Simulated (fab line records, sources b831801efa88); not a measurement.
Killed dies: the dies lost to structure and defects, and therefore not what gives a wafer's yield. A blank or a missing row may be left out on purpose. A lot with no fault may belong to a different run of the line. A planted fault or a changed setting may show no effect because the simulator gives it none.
fab line records | flow sfq-line
record: lots: 6 | wafers: 17 | last-day: 82
route steps=325 shown M4@152 I4@163 JJ@178 M5@206 M8@325
lots that met no fault: from a run of the same line without faults
start-h: the number of hours between the record's first day and the start of the first shown wafer of the lot | wait-h: hours since the lot's step before | " unchanged from the row above | L1.1+2: a row that stands for several wafers | - value missing, or start not given | * or withheld: withheld | < > ~ a bound
route shown NAME@n: a module of which the file shows steps, and the number in the route of the first | usual: average and standard deviation across the fault-free wafers | same: alike in all rows | chamber/n: place in a boat | sites: per-site readings | _std_site: their standard deviation | _edge_site: mean of outer sites minus mean of inner sites | radius-mm: how far each site lies from the wafer's centre | mask NAME#n: copy n | behind: tool/chamber where the wafer was last shaped | hold: the reason the lot was held/the length of the hold in hours/how it ended | device: whichever transistor did not switch (one of n, p or np) | end of line: tests of these same wafers at the route's end | a step given without rows: its recipe and nothing more | killed: at the first sort, the dies lost to defects and structure; wafer yield is something else | map: shows each die of a wafer: x if killed, . if not, _ if none is there
set.NAME: setting as actually run; set.NAME@STEP: the setting as run at that earlier step | model.NAME: the simulator's own value behind a step, which no gauge read
lots at some steps of the route; a table a step, a row a wafer
services: the hour from which a tool's chamber was out of use, counted from the record's first day as start-h (under 0 if before that day), plus the number of hours and why
== steps ==
step: SFQ_TRILAYER_M4_LITHO_COAT_098
recipe: resist: BARC | spin-rpm: 3000 | resist-thk-nm: 62
step: SFQ_TRILAYER_M4_LITHO_COAT_093
recipe: resist: KrF | spin-rpm: 3000 | resist-thk-nm: 600
step: SFQ_TRILAYER_M4_LITHO_SOFTBAKE_097
recipe: temp-c: withheld | time-s: withheld | resist: KrF
step: SFQ_TRILAYER_M4_LITHO_EXPOSE_094
recipe: mask-id: M4 | na: 0.6 | source-shape: conventional | sigma-outer: 0.65 | target-cd-nm: 500 | dose-mj: 14.4
step: SFQ_TRILAYER_M4_LITHO_PEB_096
recipe: peb-temp-c: 115 | peb-time-s: 60 | resist: KrF
step: SFQ_TRILAYER_M4_LITHO_DEVELOP_095
recipe: time-s: 60 | resist: KrF
step: SFQ_M4_OVL_MEAS_926
usual: M4_OVL: -6/6.8
lot.wafer | tool       | chamber | start-h | wait-h | M4_OVL[nm]
L400.3    | overlay-02 | -       | 1204.24 | 0.1    | -8
L400.4    | "          | -       | "       | "      | -6
L400.6    | "          | -       | "       | "      | -14
L403.4    | overlay-01 | -       | 1228.30 | 0.1    | 9
L403.6    | "          | -       | "       | "      | 10
L404.1    | overlay-01 | -       | 1239.08 | 0.1    | -9
L404.3    | "          | -       | "       | "      | -4
L404.4    | "          | -       | "       | "      | -9
L413.3    | overlay-01 | -       | 1303.71 | 0.1    | 2
L413.4    | "          | -       | "       | "      | -7
L413.6    | "          | -       | "       | "      | -9
L415.2    | overlay-01 | -       | 1354.10 | 0.1    | -16
L415.3    | "          | -       | "       | "      | -20
L415.5    | "          | -       | "       | "      | -21
L418.1    | overlay-01 | -       | 1361.29 | 0.1    | -17
L418.3    | "          | -       | "       | "      | -9
L418.5    | "          | -       | "       | "      | -14
step: SFQ_TRILAYER_M4_BARC_OPEN_METAL_ETCH_123
recipe: mask-material: PR | chemistry: O2 | target-depth-nm: 125 | target: BARC | icp-w: 600 | bias-w: 80 | pressure-mtorr: 10 | time-s: 41.7
usual: drypump-motor-current-A: 5.60/0.28 | oes-product-au: 0.686/0.0045
lot.wafer | tool         | chamber | start-h | wait-h | drypump-motor-current-A | oes-product-au | rf-hours-counter-h
L400.3    | rie-metal-04 | 1       | 1204.29 | 0.0    | 5.21                    | 0.681          | -
L400.4    | "            | 0       | "       | "      | 5.50                    | 0.686          | -
L400.6    | "            | 0       | "       | "      | 5.51                    | 0.687          | -
L403.4    | rie-metal-01 | 1       | 1228.33 | 0.0    | 6.07                    | 0.684          | -
L403.6    | "            | 1       | "       | "      | 6.05                    | 0.681          | -
L404.1    | rie-metal-02 | 1       | 1239.11 | 0.0    | 5.87                    | 0.680          | 30
L404.3    | "            | 0       | "       | "      | 5.63                    | 0.686          | -
L404.4    | "            | 1       | "       | "      | 5.89                    | 0.687          | -
L413.3    | rie-metal-04 | 1       | 1303.75 | 0.0    | 5.19                    | 0.691          | -
L413.4    | "            | 0       | "       | "      | 5.52                    | 0.686          | -
L413.6    | "            | 0       | "       | "      | 5.52                    | 0.682          | -
L415.2    | rie-metal-02 | 1       | 1354.13 | 0.0    | 5.89                    | 0.685          | 53
L415.3    | "            | 0       | "       | "      | 5.65                    | 0.686          | -
L415.5    | "            | 0       | "       | "      | 5.64                    | 0.685          | -
L418.1    | rie-metal-04 | 0       | 1361.33 | 0.0    | 5.52                    | 0.685          | 33
L418.3    | "            | 1       | "       | "      | 5.18                    | 0.687          | -
L418.5    | "            | 0       | "       | "      | 5.50                    | 0.692          | -
step: SFQ_TRILAYER_M4_ETCH_METAL_ETCH_096
recipe: target: Nb | stop-on: SiO2 | mask-material: PR | chemistry: Cl2/Ar | target-depth-nm: 240 | icp-w: 600 | bias-w: 80 | pressure-mtorr: 10 | time-s: 120
usual: drypump-motor-current-A: 5.60/0.28 | oes-product-au: 0.891/0.0071
lot.wafer | tool         | chamber | start-h | wait-h | drypump-motor-current-A | oes-product-au | rf-hours-counter-h
L400.3    | rie-metal-04 | 1       | 1204.37 | 0.1    | 5.18                    | 0.891          | -
L400.4    | "            | 0       | "       | "      | 5.52                    | 0.885          | -
L400.6    | "            | 0       | "       | "      | 5.50                    | 0.894          | -
L403.4    | rie-metal-01 | 1       | 1228.41 | 0.1    | 6.11                    | 0.894          | -
L403.6    | "            | 1       | "       | "      | 6.10                    | 0.876          | -
L404.1    | rie-metal-02 | 1       | 1239.17 | 0.0    | 5.89                    | 0.897          | 31
L404.3    | "            | 0       | "       | "      | 5.66                    | 0.901          | -
L404.4    | "            | 1       | "       | "      | 5.89                    | 0.892          | -
L413.3    | rie-metal-04 | 1       | 1303.83 | 0.1    | 5.19                    | 0.881          | -
L413.4    | "            | 0       | "       | "      | 5.52                    | 0.896          | -
L413.6    | "            | 0       | "       | "      | 5.51                    | 0.891          | -
L415.2    | rie-metal-02 | 1       | 1354.19 | 0.0    | 5.87                    | 0.886          | 53
L415.3    | "            | 0       | "       | "      | 5.63                    | 0.895          | -
L415.5    | "            | 0       | "       | "      | 5.65                    | 0.886          | -
L418.1    | rie-metal-04 | 0       | 1361.39 | 0.0    | 5.50                    | 0.903          | 33
L418.3    | "            | 1       | "       | "      | 5.19                    | 0.891          | -
L418.5    | "            | 0       | "       | "      | 5.50                    | 0.901          | -
step: SFQ_TRILAYER_M4_STRIP_STRIP_097
recipe: gas: O2 | power-w: 200 | platen-temp-c: 40 | overash-fraction: 0.65 | chemistry: O2 | pressure-mtorr: 50
step: SFQ_TRILAYER_M4_STRIP_SOLV_CLEAN_098
recipe: chemistry: NMP | temp-c: 70 | time-s: 600
step: SFQ_TRILAYER_I4_DEP_PECVD_099
recipe: material: SiO2 | temp-c: 150 | time-s: 111.11 | pressure-torr: 2.4 | rf-w: 183.3 | precursor: SiH4/N2O | target-thk-nm: 500
step: SFQ_TRILAYER_I4_CMP_CMP_100
recipe: material: SiO2 | down-force-psi: 3 | platen-rpm: 60 | pad-velocity-m-s: 0.94248
usual: motor-current-A: 9.5/0.87 | time-to-endpoint-s: 214/9
lot.wafer | tool   | chamber | start-h | wait-h | motor-current-A | time-to-endpoint-s | model.SiO2_of_TRILAYER_I4_DEP_PECVD_099.thk-nm
L400.4    | cmp-01 | 2       | 1205.81 | 0.5    | 9.6             | 218                | 199
L400.3    | "      | 3       | "       | "      | 11.7            | 221                | 200.7
L400.6    | "      | 2       | 1207.81 | 2.5    | 9.8             | 213                | 198.6
L403.4    | cmp-01 | 0       | 1229.85 | 0.5    | 9.5             | 212                | 202
L403.6    | "      | 3       | 1231.35 | 2.0    | 10.7            | 285                | 308.8
L404.1    | cmp-01 | 2       | 1242.90 | 2.8    | 10.0            | 281                | 303.5
L404.4    | "      | 3       | "       | "      | 10.7            | 225                | 200.8
L404.3    | "      | 0       | "       | "      | 9.8             | 208                | 199.2
L413.3    | cmp-02 | 0       | 1314.02 | 9.3    | 8.3             | 208                | 200.5
L413.4    | "      | 1       | "       | "      | 10.0            | 220                | 199.8
L413.6    | "      | 3       | 1315.52 | 10.8   | 9.7             | 206                | 198.8
L415.2    | cmp-01 | 2       | 1382.70 | 27.6   | 10.0            | 205                | 199.1
L415.3    | "      | 3       | "       | "      | 10.9            | 205                | 200.7
L415.5    | "      | 1       | 1384.20 | 29.0   | 8.1             | 208                | 198.9
L418.1    | cmp-02 | 0       | 1394.89 | 32.6   | 8.5             | 210                | 200.5
L418.3    | "      | 1       | "       | "      | 9.9             | 209                | 198.4
L418.5    | "      | 3       | 1396.39 | 34.0   | 10.2            | 198                | 198.2
step: SFQ_I4_BOW_MEAS_927
recipe: mode: bow
usual: I4_BOW: 6/11
lot.wafer | tool          | chamber | start-h | wait-h | I4_BOW[um]
L400.3    | film-metro-04 | -       | 1208.35 | 1.5    | 23
L400.4    | "             | -       | "       | "      | 32
L400.6    | "             | -       | "       | "      | 21
L403.4    | film-metro-01 | -       | 1232.41 | 2.1    | -14
L403.6    | "             | -       | "       | "      | -4
L404.1    | film-metro-03 | -       | 1245.40 | 2.0    | 25
L404.3    | "             | -       | "       | "      | 14
L404.4    | "             | -       | "       | "      | 15
L413.3    | film-metro-03 | -       | 1316.06 | 1.5    | 5
L413.4    | "             | -       | "       | "      | -12
L413.6    | "             | -       | "       | "      | 0
L415.2    | film-metro-03 | -       | 1385.22 | 2.0    | 30
L415.3    | "             | -       | "       | "      | 29
L415.5    | "             | -       | "       | "      | 28
L418.1    | film-metro-01 | -       | 1397.39 | 2.0    | 2
L418.3    | "             | -       | "       | "      | -3
L418.5    | "             | -       | "       | "      | -10
step: SFQ_TRILAYER_I4_METRO_MEASURE_101
usual: thk-nm: 199.8/1.2
lot.wafer | tool          | chamber | start-h | wait-h | thk-nm
L400.3    | film-metro-04 | -       | 1208.83 | 0.5    | 200.8
L400.4    | "             | -       | "       | "      | 198.9
L400.6    | "             | -       | "       | "      | 198.5
L403.4    | film-metro-01 | -       | 1233.07 | 0.6    | 202.1
L403.6    | "             | -       | "       | "      | 308.8
L404.1    | film-metro-03 | -       | 1245.52 | 0.1    | 303.5
L404.3    | "             | -       | "       | "      | 199.1
L404.4    | "             | -       | "       | "      | 200.9
L413.3    | film-metro-03 | -       | 1316.54 | 0.5    | 200.5
L413.4    | "             | -       | "       | "      | 200.0
L413.6    | "             | -       | "       | "      | 198.8
L415.2    | film-metro-03 | -       | 1385.52 | 0.3    | 199.3
L415.3    | "             | -       | "       | "      | 200.5
L415.5    | "             | -       | "       | "      | 198.8
L418.1    | film-metro-01 | -       | 1397.51 | 0.1    | 200.3
L418.3    | "             | -       | "       | "      | 198.2
L418.5    | "             | -       | "       | "      | 198.2
step: SFQ_TRILAYER_I4_VIA_LITHO_COAT_108
recipe: resist: BARC | spin-rpm: 3000 | resist-thk-nm: 62
step: SFQ_TRILAYER_I4_VIA_LITHO_COAT_103
recipe: resist: KrF | spin-rpm: 3000 | resist-thk-nm: 650
step: SFQ_TRILAYER_I4_VIA_LITHO_SOFTBAKE_107
recipe: temp-c: withheld | time-s: withheld | resist: KrF
step: SFQ_TRILAYER_I4_VIA_LITHO_EXPOSE_104
recipe: mask-id: I4 | na: 0.6 | source-shape: conventional | sigma-outer: 0.65 | target-cd-nm: 700 | dose-mj: 21.3
step: SFQ_TRILAYER_I4_VIA_LITHO_PEB_106
recipe: peb-temp-c: 115 | peb-time-s: 60 | resist: KrF
step: SFQ_TRILAYER_I4_VIA_LITHO_DEVELOP_105
recipe: time-s: 60 | resist: KrF
step: SFQ_I4_OVL_MEAS_928
usual: I4_OVL: 5/4.6
lot.wafer | tool       | chamber | start-h | wait-h | I4_OVL[nm]
L400.3    | overlay-01 | -       | 1213.89 | 0.1    | 7
L400.4    | "          | -       | "       | "      | 0
L400.6    | "          | -       | "       | "      | 0
L403.4    | overlay-01 | -       | 1236.54 | 0.1    | 9
L403.6    | "          | -       | "       | "      | 8
L404.1    | overlay-01 | -       | 1349.29 | 0.1    | 11
L404.3    | "          | -       | "       | "      | 7
L404.4    | "          | -       | "       | "      | 1
L413.3    | overlay-02 | -       | 1406.60 | 0.1    | 7
L413.4    | "          | -       | "       | "      | 6
L413.6    | "          | -       | "       | "      | -2
L415.2    | overlay-01 | -       | 1473.48 | 0.1    | 5
L415.3    | "          | -       | "       | "      | 5
L415.5    | "          | -       | "       | "      | 1
L418.1    | overlay-01 | -       | 1491.48 | 0.1    | 4
L418.3    | "          | -       | "       | "      | 5
L418.5    | "          | -       | "       | "      | 6
step: SFQ_TRILAYER_I4_VIA_BARC_OPEN_VIA_ETCH_146
recipe: mask-material: PR | chemistry: O2 | target-depth-nm: 125 | target: BARC | source-w: 500 | bias-w: 80 | pressure-mtorr: 30 | time-s: 41.7
step: SFQ_TRILAYER_I4_VIA_ETCH_VIA_ETCH_106
recipe: target: SiO2 | stop-on: Nb | mask-material: PR | taper-deg: 20 | chemistry: CHF3 | target-depth-nm: 260 | source-w: 500 | bias-w: 80 | pressure-mtorr: 30 | time-s: withheld
usual: drypump-motor-current-A: 5.7/0.53 | oes-product-au: 0.854/0.0052
lot.wafer | tool        | chamber | start-h | wait-h | drypump-motor-current-A | oes-product-au | model.etch.depth-nm | model.I4.feature-depth-nm
L400.3    | rie-diel-04 | 3       | 1213.96 | 0.0    | 5.6                     | 0.855          | 200.7               | 200.7
L400.4    | "           | 0       | "       | "      | 5.1                     | 0.859          | 199                 | 199
L400.6    | "           | 0       | "       | "      | 5.1                     | 0.852          | 198.6               | 198.6
L403.4    | rie-diel-02 | 3       | 1236.60 | 0.0    | 6.0                     | 0.859          | 202                 | 202
L403.6    | "           | 2       | "       | "      | 5.0                     | 0.999          | 260.8               | 260.8
L404.1    | rie-diel-03 | 0       | 1349.37 | 0.0    | 5.3                     | 0.989          | 254.6               | 254.6
L404.3    | "           | 1       | "       | "      | 6.7                     | 0.855          | 199.2               | 199.2
L404.4    | "           | 2       | "       | "      | 5.7                     | 0.851          | 200.8               | 200.8
L413.3    | rie-diel-04 | 0       | 1406.66 | 0.0    | 5.1                     | 0.857          | 200.5               | 200.5
L413.4    | "           | 3       | "       | "      | 5.6                     | 0.855          | 199.8               | 199.8
L413.6    | "           | 2       | "       | "      | 6.1                     | 0.845          | 198.8               | 198.8
L415.2    | rie-diel-03 | 0       | 1473.55 | 0.0    | 5.3                     | 0.851          | 199.1               | 199.1
L415.3    | "           | 2       | "       | "      | 5.7                     | 0.860          | 200.7               | 200.7
L415.5    | "           | 3       | "       | "      | 5.2                     | 0.854          | 198.9               | 198.9
L418.1    | rie-diel-03 | 0       | 1491.55 | 0.0    | 5.3                     | 0.850          | 200.5               | 200.5
L418.3    | "           | 1       | "       | "      | 6.7                     | 0.853          | 198.4               | 198.4
L418.5    | "           | 1       | "       | "      | 6.7                     | 0.849          | 198.2               | 198.2
step: SFQ_TRILAYER_I4_VIA_STRIP_STRIP_107
recipe: gas: O2 | power-w: 200 | platen-temp-c: 40 | overash-fraction: 0.65 | chemistry: O2 | pressure-mtorr: 50
step: SFQ_TRILAYER_I4_VIA_STRIP_SOLV_CLEAN_108
recipe: chemistry: NMP | temp-c: 70 | time-s: 600
step: SFQ_TRILAYER_JJ_TRILAYER_DEP_PRE_CLEAN_113
recipe: gas: Ar | time-s: 22.5 | bias-v: 250
step: SFQ_TRILAYER_JJ_TRILAYER_DEP_SPUTTER_109
recipe: material: Nb | base-pressure-pa: 1.33e-06 | chamber-pressure-pa: 0.1333 | substrate-temp-c: 20 | target-thk-nm: 150 | power-w: 2000 | time-s: 100
usual: throttle-valve-pct: 29.8/1.5
lot.wafer | tool           | chamber | start-h | wait-h | throttle-valve-pct
L400.3    | pvd-sputter-05 | -       | 1214.88 | 0.0    | 27.9
L400.4    | "              | -       | "       | "      | 31.8
L400.6    | "              | -       | "       | "      | 28.4
L403.4    | pvd-sputter-03 | -       | 1238.12 | 0.0    | 30.3
L403.6    | "              | -       | "       | "      | 28.6
L404.1    | pvd-sputter-05 | -       | 1350.29 | 0.0    | 30.6
L404.3    | "              | -       | "       | "      | 30.2
L404.4    | "              | -       | "       | "      | 28.2
L413.3    | pvd-sputter-03 | -       | 1407.58 | 0.0    | 31.8
L413.4    | "              | -       | "       | "      | 28.4
L413.6    | "              | -       | "       | "      | 28.4
L415.2    | pvd-sputter-04 | -       | 1474.47 | 0.0    | 27.7
L415.3    | "              | -       | "       | "      | 30.7
L415.5    | "              | -       | "       | "      | 30.9
L418.1    | pvd-sputter-03 | -       | 1492.47 | 0.0    | 28.5
L418.3    | "              | -       | "       | "      | 32.0
L418.5    | "              | -       | "       | "      | 28.2
step: SFQ_TRILAYER_JJ_TRILAYER_DEP_SPUTTER_110
recipe: material: Al | base-pressure-pa: 1.33e-06 | target-thk-nm: 8 | power-w: 500 | time-s: 10 | chamber-pressure-pa: 0.4
step: SFQ_TRILAYER_JJ_TRILAYER_DEP_AL_OXIDATION_111
recipe: pressure-mbar: 0.014667 | oxidation-time-s: 600 | temperature-k: 293
step: SFQ_TRILAYER_JJ_TRILAYER_DEP_SPUTTER_112
recipe: material: Nb | base-pressure-pa: 1.33e-06 | chamber-pressure-pa: 0.1333 | substrate-temp-c: 20 | target-thk-nm: 170 | power-w: 2000 | time-s: 113.3
usual: throttle-valve-pct: 29.8/1.5
lot.wafer | tool           | chamber | start-h | wait-h | throttle-valve-pct
L400.3    | pvd-sputter-05 | -       | 1215.97 | 0.5    | 28.1
L400.4    | "              | -       | "       | "      | 31.9
L400.6    | "              | -       | "       | "      | 28.4
L403.4    | pvd-sputter-03 | -       | 1239.21 | 0.5    | 29.9
L403.6    | "              | -       | "       | "      | 28.8
L404.1    | pvd-sputter-05 | -       | 1351.38 | 0.5    | 31.2
L404.3    | "              | -       | "       | "      | 30.1
L404.4    | "              | -       | "       | "      | 28.4
L413.3    | pvd-sputter-03 | -       | 1408.68 | 0.5    | 31.9
L413.4    | "              | -       | "       | "      | 28.1
L413.6    | "              | -       | "       | "      | 28.2
L415.2    | pvd-sputter-04 | -       | 1475.56 | 0.5    | 27.9
L415.3    | "              | -       | "       | "      | 30.8
L415.5    | "              | -       | "       | "      | 30.7
L418.1    | pvd-sputter-03 | -       | 1493.56 | 0.5    | 28.4
L418.3    | "              | -       | "       | "      | 31.4
L418.5    | "              | -       | "       | "      | 28.3
step: SFQ_JJ_RS_MEAS_929
recipe: thk-meas-gauge: four-point-probe | reads: Nb_of_TRILAYER_JJ_TRILAYER_DEP_SPUTTER_112
usual: JJ_NB_RS: 1.051/0.012
lot.wafer | tool          | chamber | start-h | wait-h | JJ_NB_RS[ohm/sq]
L400.3    | film-metro-02 | -       | 1216.09 | 0.1    | 1.031
L400.4    | "             | -       | "       | "      | 1.032
L400.6    | "             | -       | "       | "      | 1.039
L403.4    | film-metro-03 | -       | 1239.35 | 0.1    | 1.069
L403.6    | "             | -       | "       | "      | 1.059
L404.1    | film-metro-03 | -       | 1351.46 | 0.0    | 1.037
L404.3    | "             | -       | "       | "      | 1.066
L404.4    | "             | -       | "       | "      | 1.057
L413.3    | film-metro-03 | -       | 1408.80 | 0.1    | 1.051
L413.4    | "             | -       | "       | "      | 1.063
L413.6    | "             | -       | "       | "      | 1.057
L415.2    | film-metro-02 | -       | 1475.66 | 0.1    | 1.045
L415.3    | "             | -       | "       | "      | 1.054
L415.5    | "             | -       | "       | "      | 1.054
L418.1    | film-metro-02 | -       | 1493.64 | 0.0    | 1.064
L418.3    | "             | -       | "       | "      | 1.056
L418.5    | "             | -       | "       | "      | 1.050
step: SFQ_TRILAYER_JJ_CE_LITHO_COAT_119
recipe: resist: BARC | spin-rpm: 3000 | resist-thk-nm: 62
step: SFQ_TRILAYER_JJ_CE_LITHO_COAT_114
recipe: resist: KrF | spin-rpm: 3000 | resist-thk-nm: 600
step: SFQ_TRILAYER_JJ_CE_LITHO_SOFTBAKE_118
recipe: temp-c: withheld | time-s: withheld | resist: KrF
step: SFQ_TRILAYER_JJ_CE_LITHO_EXPOSE_115
recipe: mask-id: J5 | na: 0.6 | source-shape: conventional | sigma-outer: 0.65 | target-cd-nm: 700 | dose-mj: 14.4
step: SFQ_TRILAYER_JJ_CE_LITHO_PEB_117
recipe: peb-temp-c: 115 | peb-time-s: 60 | resist: KrF
step: SFQ_TRILAYER_JJ_CE_LITHO_DEVELOP_116
recipe: time-s: 60 | resist: KrF
step: SFQ_JJ_OVL_MEAS_931
usual: J5_OVL: 1/4.7
lot.wafer | tool       | chamber | start-h | wait-h | J5_OVL[nm]
L400.3    | overlay-02 | -       | 1303.40 | 0.1    | 5
L400.4    | "          | -       | "       | "      | -3
L400.6    | "          | -       | "       | "      | -1
L403.4    | overlay-02 | -       | 1307.01 | 0.1    | 2
L403.6    | "          | -       | "       | "      | 5
L404.1    | overlay-01 | -       | 1432.68 | 0.1    | -5
L404.3    | "          | -       | "       | "      | -6
L404.4    | "          | -       | "       | "      | 3
L413.3    | overlay-01 | -       | 1514.57 | 0.1    | 4
L413.4    | "          | -       | "       | "      | -1
L413.6    | "          | -       | "       | "      | -5
L415.2    | overlay-02 | -       | 1577.33 | 0.1    | -2
L415.3    | "          | -       | "       | "      | -9
L415.5    | "          | -       | "       | "      | -9
L418.1    | overlay-01 | -       | 1599.35 | 0.1    | 1
L418.3    | "          | -       | "       | "      | 2
L418.5    | "          | -       | "       | "      | -5
step: SFQ_TRILAYER_JJ_CE_METRO_MEASURE_117
usual: cd-nm: 700.2/1.5
lot.wafer | tool      | chamber | start-h | wait-h | cd-nm
L400.3    | cd-sem-01 | -       | 1303.83 | 0.4    | 698.7
L400.4    | "         | -       | "       | "      | 698.2
L400.6    | "         | -       | "       | "      | 698.3
L403.4    | cd-sem-02 | -       | 1307.63 | 0.6    | 699.8
L403.6    | "         | -       | "       | "      | 700.5
L404.1    | cd-sem-01 | -       | 1432.71 | 0.0    | 700.4
L404.3    | "         | -       | "       | "      | 699.3
L404.4    | "         | -       | "       | "      | 700.7
L413.3    | cd-sem-01 | -       | 1515.00 | 0.4    | 700.7
L413.4    | "         | -       | "       | "      | 699.9
L413.6    | "         | -       | "       | "      | 698.7
L415.2    | cd-sem-01 | -       | 1577.56 | 0.2    | 701.8
L415.3    | "         | -       | "       | "      | 701.5
L415.5    | "         | -       | "       | "      | 700.2
L418.1    | cd-sem-02 | -       | 1599.38 | 0.0    | 705.6
L418.3    | "         | -       | "       | "      | 704.7
L418.5    | "         | -       | "       | "      | 702.6
step: SFQ_TRILAYER_JJ_CE_BARC_OPEN_RIE_150
recipe: mask-material: PR | chemistry: O2 | target-depth-nm: 240 | target: BARC | icp-w: 600 | bias-w: 80 | pressure-mtorr: 10 | time-s: 80
step: SFQ_TRILAYER_M5_ETCH_METAL_ETCH_126
recipe: target: Nb | stop-on: SiO2 | mask-material: PR | over-etch-frac: 0.15 | time-s: 203.2 | chemistry: Cl2/BCl3 | target-depth-nm: 265 | icp-w: 600 | bias-w: 80 | pressure-mtorr: 10
usual: drypump-motor-current-A: 5.5/0.37 | oes-product-au: 0.729/0.0065
same: over-etch-frac: 0.15
lot.wafer | tool         | chamber | start-h | wait-h | drypump-motor-current-A | oes-product-au | rf-hours-counter-h | model.SiO2_of_TRILAYER_I4_DEP_PECVD_099.thk-nm
L400.3    | rie-metal-03 | 0       | 1314.35 | 0.1    | 5.0                     | 0.731          | -                  | 180.5
L400.4    | "            | 1       | "       | "      | 5.7                     | 0.727          | -                  | 179.5
L400.6    | "            | 0       | "       | "      | 5.0                     | 0.730          | -                  | 178.5
L403.4    | rie-metal-03 | 1       | 1319.15 | 0.1    | 5.7                     | 0.721          | -                  | 182.5
L403.6    | "            | 1       | "       | "      | 5.7                     | 0.720          | -                  | 289.4
L404.1    | rie-metal-02 | 0       | 1446.14 | 0.0    | 5.6                     | 0.729          | 48                 | 283.7
L404.3    | "            | 0       | "       | "      | 5.6                     | 0.728          | -                  | 179.5
L404.4    | "            | 1       | "       | "      | 5.9                     | 0.719          | -                  | 181.2
L413.3    | rie-metal-03 | 0       | 1527.19 | 0.1    | 5.0                     | 0.733          | -                  | 180.4
L413.4    | "            | 1       | "       | "      | 5.7                     | 0.734          | -                  | 180.5
L413.6    | "            | 1       | "       | "      | 5.7                     | 0.738          | -                  | 179.5
L415.2    | rie-metal-03 | 0       | 1656.47 | 0.0    | 5.0                     | 0.735          | 78                 | 178.9
L415.3    | "            | 1       | "       | "      | 5.7                     | 0.735          | -                  | 181.3
L415.5    | "            | 1       | "       | "      | 5.7                     | 0.744          | -                  | 179.6
L418.1    | rie-metal-01 | 0       | 1684.12 | 0.0    | 5.3                     | 0.731          | 16                 | 181.1
L418.3    | "            | 1       | "       | "      | 6.1                     | 0.729          | -                  | 178.7
L418.5    | "            | 1       | "       | "      | 6.1                     | 0.735          | -                  | 178.5
step: SFQ_M8_BOW_MEAS_951
recipe: mode: bow
usual: M8_BOW: 10/13
lot.wafer | tool          | chamber | start-h | wait-h | M8_BOW[um] | model.etest.i4.link-ohm
L400.3    | film-metro-01 | -       | 1842.95 | 0.0    | 28         | 2.176
L400.4    | "             | -       | "       | "      | 37         | 2.188
L400.6    | "             | -       | "       | "      | 26         | 2.186
L403.4    | film-metro-01 | -       | 1848.97 | 0.1    | -13        | 2.196
L403.6    | "             | -       | "       | "      | -3         | 1e+06
L404.1    | film-metro-01 | -       | 1876.23 | 0.0    | 23         | 1e+06
L404.3    | "             | -       | "       | "      | 13         | 2.161
L404.4    | "             | -       | "       | "      | 14         | 2.211
L413.3    | film-metro-04 | -       | 1931.81 | 0.0    | 15         | 2.166
L413.4    | "             | -       | "       | "      | -2         | 2.138
L413.6    | "             | -       | "       | "      | 9          | 2.137
L415.2    | film-metro-03 | -       | 1975.97 | 0.0    | 33         | 2.162
L415.3    | "             | -       | "       | "      | 33         | 2.149
L415.5    | "             | -       | "       | "      | 31         | 2.141
L418.1    | film-metro-03 | -       | 1979.55 | 0.0    | 14         | 2.164
L418.3    | "             | -       | "       | "      | 11         | 2.183
L418.5    | "             | -       | "       | "      | 3          | 2.167
== services ==
tool           | chamber | start-h | hours | kind
cd-sem-01      | -       | 1193.15 | 0.6   | pm
rie-metal-02   | 0       | 1245.67 | 2.5   | repair
cd-sem-01      | -       | 1248.96 | 3.5   | repair
pvd-sputter-05 | -       | 1256.87 | 4.1   | repair
cd-sem-01      | -       | 1271.51 | 1.6   | pm
pvd-sputter-05 | -       | 1279.63 | 54.3  | repair
cd-sem-01      | -       | 1286.51 | 2.2   | pm
pvd-sputter-05 | -       | 1291.66 | 1.2   | repair
cd-sem-01      | -       | 1304.63 | 0.9   | pm
rie-metal-02   | -       | 1324.52 | 1.4   | pm
pvd-sputter-05 | -       | 1328.50 | 5.1   | repair
rie-metal-02   | 0       | 1361.30 | 8.1   | repair
cd-sem-01      | -       | 1377.15 | 3.5   | pm
pvd-sputter-05 | -       | 1394.72 | 10.5  | repair
pvd-sputter-03 | -       | 1441.77 | 6.0   | repair
cd-sem-01      | -       | 1456.50 | 2.7   | repair
cd-sem-01      | -       | 1470.51 | 1.2   | pm
cd-sem-01      | -       | 1484.36 | 0.4   | pm
rie-metal-02   | 1       | 1487.13 | 19.3  | repair
pvd-sputter-05 | -       | 1510.74 | 3.7   | repair
pvd-sputter-03 | -       | 1540.05 | 1.8   | repair
rie-metal-04   | 1       | 1552.43 | 3.7   | repair
rie-metal-04   | 0       | 1600.27 | 8.1   | repair
rie-metal-02   | -       | 1626.85 | 2.8   | pm
== key ==
first-sign: step: SFQ_TRILAYER_I4_CMP_CMP_100 | reading: time-to-endpoint-s | direction: up | sigmas: 7.6 | usual: * | struck: *
effect: step: SFQ_TRILAYER_I4_METRO_MEASURE_101 | reading: thk-nm | direction: up | sigmas: 88 | usual: 199.8 | struck: 306.1
effect: step: SFQ_TRILAYER_I4_VIA_ETCH_VIA_ETCH_106 | reading: oes-product-au | direction: up | sigmas: 27 | usual: 0.854 | struck: 0.994
model-effect: step: SFQ_TRILAYER_I4_CMP_CMP_100 | value: SiO2_of_TRILAYER_I4_DEP_PECVD_099.thk-nm | without: 199.9 | struck: 306.1
model-effect: step: SFQ_TRILAYER_I4_VIA_ETCH_VIA_ETCH_106 | value: etch.depth-nm | without: 199.9 | struck: 257.7
model-effect: step: SFQ_TRILAYER_M5_ETCH_METAL_ETCH_126 | value: SiO2_of_TRILAYER_I4_DEP_PECVD_099.thk-nm | without: 180.3 | struck: 286.6
model-effect: step: SFQ_M8_BOW_MEAS_951 | value: etest.i4.link-ohm | without: 2.18 | struck: 1e+06
met-at SFQ_TRILAYER_I4_CMP_CMP_100
struck-wafers L403.6,L404.1
onset-between 1205.81 1229.85
fault: kind: process-parameter-drift | tool: cmp-01 | chamber: - | onset-h: 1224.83 | steps: SFQ_TRILAYER_I4_CMP_CMP_100 | channel: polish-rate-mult | offset: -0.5 | shape: step | end-h: 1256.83 | scope: struck-wafers-only
